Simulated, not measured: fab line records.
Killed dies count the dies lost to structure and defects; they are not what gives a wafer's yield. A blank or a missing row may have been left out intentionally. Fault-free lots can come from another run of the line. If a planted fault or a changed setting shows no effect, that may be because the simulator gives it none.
A lot that was struck, set against a sound lot ; flow gf180mcu ; 36 steps out of a route of 602
Sound: the wafers L602.1, L602.4, L602.6. Wafers L606.1, L606.2, L606.4 were the ones struck. Last of all comes the cause.
At each step with rows: each side's tool, then ch and its chambers, then its first start. Under that, the readings that differ: sound wafers ; struck wafers ; difference of the means ; sigmas: that difference in standard deviations of wafers without a fault.
alike: readings whose means differ by less than 2 such deviations, and words and numbers that are the same on both sides. not compared: withheld readings, readings that some wafer has no value for, bounds like >300 that may hide the same value, and numbers for which the record gives no deviation and whose values overlap.
A row with sigmas, a row that says differs or no value, or rows on one side alone: a step with any of these is where the two part. Numbers that have no deviation but don't overlap get no sigmas and don't part them. Lack of a reading on every wafer of one side parts them only where that side has two or more wafers.

GF_HV_LDD_STRIP_49: strips in O2/N2.
  sound on plasma asher-02 ch 0,1, day 14 12:26; struck on plasma asher-02 ch 0,1, day 15 16:37
  alike: drypump motor current A, heater power w, oes product au, strip time to endpoint s
  not compared: rf hours counter h
GF_HV_LDD_TW_MEAS_50:
  sound: film metro-02 at day 14 12:32; struck: film metro-02 at day 15 16:43
  alike: HV_LDD_4_TW
then, 1 step without rows for these wafers: GF_HV_LDD_CLEAN_51 (cleans in SC1/SC2, time 150 s).
GF_HV_LDD_RTA_52: time 10 s.
  sound on rtp anneal-02 ch 0, day 14 12:39; struck on rtp anneal-02 ch 0, day 15 16:50
  alike: lamp power pct, wafer_temp_C_max
GF_HV_LDD_RS_MEAS_53: measures by four-point-probe.
  sound: film metro-01 at day 14 12:43; struck: film metro-02 at day 15 16:54
  alike: HV_LDD_RS
then, 1 step without rows for these wafers: GF_HV_LDD_CVD_54 (deposits SiO2 from TEOS, target thk 10 nm, time 75 s).
GF_HV_LDD_THK_MEAS_55:
  sound: film metro-02 at day 14 13:52; struck: film metro-01 at day 15 18:02
  alike: HV_LDD_CVD_54_THK
then, 1 step without rows for these wafers: GF_HV_LDD_CVD_56 (deposits Si3N4 from DCS/NH3, target thk 90 nm, time 1543 s).
GF_HV_LDD_THK_MEAS_57:
  sound: film metro-02 at day 14 15:21; struck: film metro-01 at day 15 19:32
  alike: HV_LDD_CVD_56_THK
GF_HV_LDD_ETCHBACK_58: etches Si3N4 in CH3F/O2, stops on SiO2, time 100 s, target depth 90 nm.
  sound on rie diel-03 ch 1,2, day 14 15:25; struck on rie diel-01 ch 1,3, day 15 19:35
  alike: drypump motor current A, oes product au, throttle valve pct
  not compared: rf hours counter h
then, 2 steps without rows for these wafers: GF_NSD_DEHYDRATE_00 (time 60 s); GF_NSD_HMDS_01 (prime time 60 s).
GF_NSD_COAT_02: resist thk 1000 nm.
  sound on litho track-01 ch 0, day 15 01:28; struck on litho track-04, day 16 06:32
  no value came back on the struck wafers for chill plate temp C (C), dispense pressure kPa (kPa); on the sound wafers chill plate temp C (C) reads 23.04 22.96 23.05
then, 4 steps without rows for these wafers: GF_NSD_SOFTBAKE_03 (time 60 s); GF_NSD_EXPOSE_04 (exposes mask Nplus, target cd 400 nm); GF_NSD_PEB_05; GF_NSD_DEVELOP_06 (develop time 60 s).
GF_NSD_CD_MEAS_07 targets a cd of 400 nm.
  sound: cd sem-02 at day 15 12:17; struck: cd sem-02 at day 16 17:41
reading;sound;struck;difference;sigmas
cd nm (nm);399.1 397.7 399.9;- - -;no value on the struck wafers;
GF_NSD_OVL_MEAS_08:
  sound: overlay-02 at day 15 12:24; struck: overlay-01 at day 16 17:48
reading;sound;struck;difference;sigmas
NSD_OVL (nm);-0.7 -2.6 -2.1;- - -;no value on the struck wafers;
then, 2 steps without rows for these wafers: GF_NSD_IMPLANT_09; GF_NSD_IMPLANT_10.
GF_NSD_STRIP_11: strips in O2/N2.
  sound on plasma asher-04 ch 0,1, day 15 12:44; struck on plasma asher-01 ch 0,1, day 16 18:08
  no value came back on the struck wafers for oes product au (a.u.), strip time to endpoint s (s); on the sound wafers oes product au (a.u.) reads 0.491 0.487 0.487
  alike: drypump motor current A, heater power w
  not compared: rf hours counter h
GF_NSD_TW_MEAS_12:
  sound: film metro-04 at day 15 12:50; struck: film metro-03 at day 16 18:14
  alike: NSD_TW
then, 7 steps without rows for these wafers: GF_PSD_DEHYDRATE_00 (time 60 s); GF_PSD_HMDS_01 (prime time 60 s); GF_PSD_COAT_02 (resist thk 1000 nm); GF_PSD_SOFTBAKE_03 (time 60 s); GF_PSD_EXPOSE_04 (exposes mask Pplus, target cd 400 nm); GF_PSD_PEB_05; GF_PSD_DEVELOP_06 (develop time 60 s).
GF_PSD_CD_MEAS_07 targets a cd of 400 nm.
  sound: cd sem-01 at day 16 11:23; struck: cd sem-01 at day 17 16:47
  alike: cd nm
GF_PSD_OVL_MEAS_08:
  sound: overlay-02 at day 16 11:30; struck: overlay-01 at day 17 16:54
  alike: PSD_OVL
after that, 1 step had no rows for these wafers: GF_PSD_IMPLANT_09.
GF_PSD_STRIP_10: strips in O2/N2.
  sound on plasma asher-03 ch 0, day 16 11:41; struck on plasma asher-03 ch 0,1, day 17 17:05
reading;sound;struck;difference;sigmas
strip time to endpoint s (s);16.70 16.71 16.73;16.65 16.62 16.62;-0.08;-2
  alike: drypump motor current A, heater power w, oes product au
  not compared: rf hours counter h
GF_PSD_TW_MEAS_11:
  sound: film metro-01 at day 16 11:47; struck: film metro-03 at day 17 17:25
reading;sound;struck;difference;sigmas
PSD_TW;3231 3239 3216;4278 4258 4290;+1047;+50
  not compared: hold
GF_PASSIVATION_PROBE_99:
  rows exist in the record for the sound wafers here (prober-02, day 30 22:19), none for the struck ones

## WHERE THEY PART
Earliest at GF_NSD_COAT_02; latest, in this record, at GF_PASSIVATION_PROBE_99.

WHY: what had been put in by the simulator
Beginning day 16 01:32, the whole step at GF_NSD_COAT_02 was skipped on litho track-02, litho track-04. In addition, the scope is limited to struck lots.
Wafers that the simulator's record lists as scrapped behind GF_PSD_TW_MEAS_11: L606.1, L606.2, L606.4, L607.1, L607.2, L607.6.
